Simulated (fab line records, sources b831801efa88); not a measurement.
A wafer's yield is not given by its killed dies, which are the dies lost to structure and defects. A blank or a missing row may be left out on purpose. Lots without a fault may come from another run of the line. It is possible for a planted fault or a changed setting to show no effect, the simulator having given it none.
Chamber matching | flow sky130 | 4 sister chambers for SKY_METAL3_ETCH_17 on rieDiel-02
The step etches SiO2 in C4F8/O2/Ar, stops on TiN, time 3.9 s, target depth 15 nm. 16 wafers are shown with their chamber, then 8 later ones without.

== WAFERS WITH THEIR CHAMBER ==
wafer  | chamber | oesProductAu (a.u.)
L074.2 | 1       | 0.756
L074.4 | 3       | 0.759
L074.5 | 3       | 0.756
L075.1 | 0       | 0.755
L075.3 | 1       | 0.749
L075.4 | 3       | 0.744
L081.3 | 0       | 0.744
L081.4 | 2       | 0.755
L081.6 | 0       | 0.751
L086.2 | 2       | 0.751
L086.4 | 2       | 0.755
L086.6 | 1       | 0.753
L091.1 | 1       | 0.734
L091.2 | 2       | 0.743
L091.5 | 1       | 0.749
L093.1 | 0       | 0.756

SIGNATURES, as means of the wafers listed above
reading      | chamber 0 | chamber 1 | chamber 2 | chamber 3 | scatter within a chamber
oesProductAu | 0.75150   | 0.74820   | 0.75100   | 0.75300   | 0.00706
Rule: distance of a wafer from a chamber = root of the sum over the readings of ((wafer's reading minus chamber's mean) / reading's scatter) squared. If the next closest chamber is less than 2 further off than the closest, the wafer can't be placed; otherwise it belongs to the closest. The scatter: take each reading less its chamber's mean, square it, sum over the shown wafers, divide by the number of wafers less the number of chambers, and take the root.

== WAFERS WHOSE CHAMBER IS MISSING ==
wafer  | oesProductAu (a.u.)
L093.3 | 0.759
L093.6 | 0.755
L095.1 | 0.747
L095.4 | 0.755
L095.6 | 0.753
L097.2 | 0.740
L097.3 | 0.740
L097.6 | 0.745

== EACH ONE'S CHAMBER ==
wafer  | from the rows above               | in truth
L093.3 | can't be placed: 3 or 0 or 2 or 1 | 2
L093.6 | can't be placed: 3 or 0 or 2 or 1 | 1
L095.1 | can't be placed: 1 or 2 or 0 or 3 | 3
L095.4 | can't be placed: 3 or 0 or 2 or 1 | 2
L095.6 | can't be placed: 3 or 0 or 2 or 1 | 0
L097.2 | can't be placed: 1 or 2 or 0 or 3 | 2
L097.3 | can't be placed: 1 or 2 or 0 or 3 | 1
L097.6 | can't be placed: 1 or 2 or 0 or 3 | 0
Correct placement for 0 of the 8. Cannot be placed on the basis of these rows: 8; the candidates contain the true chamber in 8. Number placed wrongly: 0.
